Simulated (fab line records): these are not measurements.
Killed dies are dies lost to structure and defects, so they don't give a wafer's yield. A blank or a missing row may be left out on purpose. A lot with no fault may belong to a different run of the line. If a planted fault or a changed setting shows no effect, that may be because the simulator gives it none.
What tool caused it? :: flow sky130 :: 15 lots, 44 wafers sampled, at 2 steps of a route of 708

WHAT THE GAUGES SHOWED, per wafer
No reading from a measuring or inspecting step in the record can be judged against a usual standard deviation.

TOOL THAT RAN EACH LOT (tool first, then ch and the chambers of the sampled wafers, then the start)
lot: L796
SKY_FIELD_ISO_ETCH_17: rie-si-02 ch 0,2,3, day 2 05:51
SKY_PAD_OPEN_PROBE_99: prober-02, day 47 08:09

lot: L797
SKY_FIELD_ISO_ETCH_17: rie-si-01 ch 0,1,3, day 2 10:40
SKY_PAD_OPEN_PROBE_99: prober-02, day 47 16:17

lot: L798
SKY_FIELD_ISO_ETCH_17: rie-si-02 ch 2,3, day 2 15:06
SKY_PAD_OPEN_PROBE_99: prober-01, day 47 15:42

lot: L799
SKY_FIELD_ISO_ETCH_17: rie-si-01 ch 0,3, day 2 21:19
SKY_PAD_OPEN_PROBE_99: prober-01, day 47 22:37

lot: L800
SKY_FIELD_ISO_ETCH_17: rie-si-02 ch 0,2,3, day 3 02:48
SKY_PAD_OPEN_PROBE_99: prober-02, day 48 05:19

lot: L801
SKY_FIELD_ISO_ETCH_17: rie-si-01 ch 1,2,3, day 3 08:40
SKY_PAD_OPEN_PROBE_99: prober-01, day 48 12:10

lot: L802
SKY_FIELD_ISO_ETCH_17: rie-si-01 ch 1,3, day 3 14:30
SKY_PAD_OPEN_PROBE_99: prober-02, day 48 16:28

lot: L803
SKY_FIELD_ISO_ETCH_17: rie-si-02 ch 0,1,3, day 3 19:02
SKY_PAD_OPEN_PROBE_99: prober-01, day 49 01:08

lot: L804
SKY_FIELD_ISO_ETCH_17: rie-si-02 ch 0,1,2, day 4 00:54
SKY_PAD_OPEN_PROBE_99: prober-02, day 49 12:27

lot: L805
SKY_FIELD_ISO_ETCH_17: rie-si-02 ch 0,2,3, day 4 06:46
SKY_PAD_OPEN_PROBE_99: prober-01, day 49 15:07

lot: L806
SKY_FIELD_ISO_ETCH_17: rie-si-02 ch 0,2,3, day 4 10:41
SKY_PAD_OPEN_PROBE_99: prober-01, day 49 23:08

lot: L807
SKY_FIELD_ISO_ETCH_17: rie-si-01 ch 0,2,3, day 4 13:59
SKY_PAD_OPEN_PROBE_99: prober-02, day 50 04:46

lot: L808
SKY_FIELD_ISO_ETCH_17: rie-si-02 ch 2,3, day 4 22:33
SKY_PAD_OPEN_PROBE_99: prober-01, day 50 09:43

lot: L817
SKY_FIELD_ISO_ETCH_17: rie-si-01 ch 1,2, day 6 19:19
SKY_PAD_OPEN_PROBE_99: prober-01, day 51 23:59

lot: L819
SKY_FIELD_ISO_ETCH_17: rie-si-02 ch 1,2,3, day 7 04:21
SKY_PAD_OPEN_PROBE_99: prober-02, day 52 01:28
- SKY_FIELD_ISO_ETCH_17: etches Si in HBr/Cl2/O2, target depth 342 nm, time 97.7 s.
- SKY_PAD_OPEN_PROBE_99

WHAT THE TOOLS THEMSELVES READ (means of the sampled wafers that have a number; where no wafer has one, the mark that the record gives instead)
SKY_FIELD_ISO_ETCH_17.
lot: L796
tool: rie-si-02
chamber-pressure-mTorr (mTorr): 14.995
drypump-motor-current-A (A): 5.38
oes-product-au (a.u.): 1.005
throttle-valve-pct (%): 25.654

lot: L797
tool: rie-si-01
chamber-pressure-mTorr (mTorr): 15.020
drypump-motor-current-A (A): 5.54
oes-product-au (a.u.): 1.000
throttle-valve-pct (%): 25.657

lot: L798
tool: rie-si-02
chamber-pressure-mTorr (mTorr): 15.014
drypump-motor-current-A (A): 5.47
oes-product-au (a.u.): 1.003
throttle-valve-pct (%): 25.650

lot: L799
tool: rie-si-01
chamber-pressure-mTorr (mTorr): 14.985
drypump-motor-current-A (A): 5.47
oes-product-au (a.u.): 1.013
throttle-valve-pct (%): 25.644

lot: L800
tool: rie-si-02
chamber-pressure-mTorr (mTorr): 15.004
drypump-motor-current-A (A): 5.40
oes-product-au (a.u.): 1.007
throttle-valve-pct (%): 25.653

lot: L801
tool: rie-si-01
chamber-pressure-mTorr (mTorr): 14.988
drypump-motor-current-A (A): 5.59
oes-product-au (a.u.): 1.010
throttle-valve-pct (%): 25.660

lot: L802
tool: rie-si-01
chamber-pressure-mTorr (mTorr): 14.995
drypump-motor-current-A (A): 5.47
oes-product-au (a.u.): 1.001
throttle-valve-pct (%): 25.666

lot: L803
tool: rie-si-02
chamber-pressure-mTorr (mTorr): 14.999
drypump-motor-current-A (A): 5.68
oes-product-au (a.u.): 1.012
throttle-valve-pct (%): 25.646

lot: L804
tool: rie-si-02
chamber-pressure-mTorr (mTorr): 15.013
drypump-motor-current-A (A): 5.48
oes-product-au (a.u.): 1.007
throttle-valve-pct (%): 25.656

lot: L805
tool: rie-si-02
chamber-pressure-mTorr (mTorr): 14.986
drypump-motor-current-A (A): 5.39
oes-product-au (a.u.): 1.086
throttle-valve-pct (%): 25.594

lot: L806
tool: rie-si-02
chamber-pressure-mTorr (mTorr): 14.997
drypump-motor-current-A (A): 5.39
oes-product-au (a.u.): 1.177
throttle-valve-pct (%): 25.534

lot: L807
tool: rie-si-01
chamber-pressure-mTorr (mTorr): 14.987
drypump-motor-current-A (A): 5.64
oes-product-au (a.u.): 1.007
throttle-valve-pct (%): 25.642

lot: L808
tool: rie-si-02
chamber-pressure-mTorr (mTorr): 14.998
drypump-motor-current-A (A): 5.36
oes-product-au (a.u.): 1.120
throttle-valve-pct (%): 25.573

lot: L817
tool: rie-si-01
chamber-pressure-mTorr (mTorr): 15.017
drypump-motor-current-A (A): 5.79
oes-product-au (a.u.): 1.009
throttle-valve-pct (%): 25.653

lot: L819
tool: rie-si-02
chamber-pressure-mTorr (mTorr): 15.002
drypump-motor-current-A (A): 5.56
oes-product-au (a.u.): 1.011
throttle-valve-pct (%): 25.645

SKY_PAD_OPEN_PROBE_99.
lot: L796
tool: prober-02
killed_at_M0_to_M3: 38
killed_at_M4_up: 2.7
killed-at-contacts: 25
killed-at-front-end: 16
killed-at-other: 0.0
killed-dies: 81
killed-on-rim: 19
killed-open: 44
killed-short: 37

lot: L797
tool: prober-02
killed_at_M0_to_M3: 44
killed_at_M4_up: 3.7
killed-at-contacts: 23
killed-at-front-end: 16
killed-at-other: 0.0
killed-dies: 86
killed-on-rim: 12
killed-open: 49
killed-short: 37

lot: L798
tool: prober-01
killed_at_M0_to_M3: 34
killed_at_M4_up: 2.7
killed-at-contacts: 26
killed-at-front-end: 19
killed-at-other: 0.3
killed-dies: 81
killed-on-rim: 18
killed-open: 44
killed-short: 36

lot: L799
tool: prober-01
killed_at_M0_to_M3: 46
killed_at_M4_up: 4.0
killed-at-contacts: 21
killed-at-front-end: 17
killed-at-other: 0.0
killed-dies: 88
killed-on-rim: 16
killed-open: 50
killed-short: 37

lot: L800
tool: prober-02
killed_at_M0_to_M3: 46
killed_at_M4_up: 3.0
killed-at-contacts: 23
killed-at-front-end: 13
killed-at-other: 0.3
killed-dies: 85
killed-on-rim: 17
killed-open: 47
killed-short: 37

lot: L801
tool: prober-01
killed_at_M0_to_M3: 50
killed_at_M4_up: 3.3
killed-at-contacts: 21
killed-at-front-end: 14
killed-at-other: 0.0
killed-dies: 89
killed-on-rim: 19
killed-open: 50
killed-short: 38

lot: L802
tool: prober-02
killed_at_M0_to_M3: 42
killed_at_M4_up: 5.7
killed-at-contacts: 21
killed-at-front-end: 16
killed-at-other: 0.0
killed-dies: 85
killed-on-rim: 19
killed-open: 47
killed-short: 36

lot: L803
tool: prober-01
killed_at_M0_to_M3: 43
killed_at_M4_up: 2.3
killed-at-contacts: 23
killed-at-front-end: 17
killed-at-other: 0.7
killed-dies: 86
killed-on-rim: 19
killed-open: 47
killed-short: 38

lot: L804
tool: prober-02
killed_at_M0_to_M3: 43
killed_at_M4_up: 4.3
killed-at-contacts: 20
killed-at-front-end: 18
killed-at-other: 0.0
killed-dies: 86
killed-on-rim: 18
killed-open: 47
killed-short: 39

lot: L805
tool: prober-01
killed_at_M0_to_M3: 38
killed_at_M4_up: 3.3
killed-at-contacts: 15
killed-at-front-end: 19
killed-at-other: 0.7
killed-dies: 76
killed-on-rim: 18
killed-open: 41
killed-short: 34

lot: L806
tool: prober-01
killed_at_M0_to_M3: 39
killed_at_M4_up: 2.3
killed-at-contacts: 21
killed-at-front-end: 15
killed-at-other: 0.0
killed-dies: 78
killed-on-rim: 13
killed-open: 40
killed-short: 37

lot: L807
tool: prober-02
killed_at_M0_to_M3: 51
killed_at_M4_up: 3.7
killed-at-contacts: 17
killed-at-front-end: 15
killed-at-other: 0.7
killed-dies: 88
killed-on-rim: 18
killed-open: 49
killed-short: 39

lot: L808
tool: prober-01
killed_at_M0_to_M3: 44
killed_at_M4_up: 3.0
killed-at-contacts: 24
killed-at-front-end: 15
killed-at-other: 0.5
killed-dies: 87
killed-on-rim: 19
killed-open: 46
killed-short: 41

lot: L817
tool: prober-01
killed_at_M0_to_M3: 45
killed_at_M4_up: 2.7
killed-at-contacts: 25
killed-at-front-end: 14
killed-at-other: 0.3
killed-dies: 86
killed-on-rim: 16
killed-open: 41
killed-short: 44

lot: L819
tool: prober-02
killed_at_M0_to_M3: 43
killed_at_M4_up: 3.3
killed-at-contacts: 22
killed-at-front-end: 16
killed-at-other: 0.3
killed-dies: 84
killed-on-rim: 11
killed-open: 44
killed-short: 41

THE ANSWER, worked out from the rows above alone
Rule: what is usual is taken from the lots themselves. Put in order of their means at a reading, lots are off if they are a third of the lots or fewer, leave a main group of 4 or more, and stand apart from it by a gap of 3 or more times the standard deviation of the main group's means; of several such gaps the widest counts. If all means in a main group match to the digits the tables above print for the reading, that group is not used. A lot without any number at a reading at which 4 lots or more have one is off too. Any other lot the step has rows for is counted as sound. The gauges are gone through in route order, then the tools' own readings, and for those a lot's mean is taken as printed above. The first step at which some lot is off is used, and at that step the reading that is off furthest; a lot without a number counts as furthest.
Off: L805, L806, L808 (SKY_FIELD_ISO_ETCH_17, oes-product-au). The main group: mean 1.007 a.u., standard deviation 0.004.
A tool fits if, at that step or a process step before it, it ran every lot that is off, and no sound lot after the first of them. No candidate that was tried fits.

WHAT THE SIMULATOR HAD PUT IN
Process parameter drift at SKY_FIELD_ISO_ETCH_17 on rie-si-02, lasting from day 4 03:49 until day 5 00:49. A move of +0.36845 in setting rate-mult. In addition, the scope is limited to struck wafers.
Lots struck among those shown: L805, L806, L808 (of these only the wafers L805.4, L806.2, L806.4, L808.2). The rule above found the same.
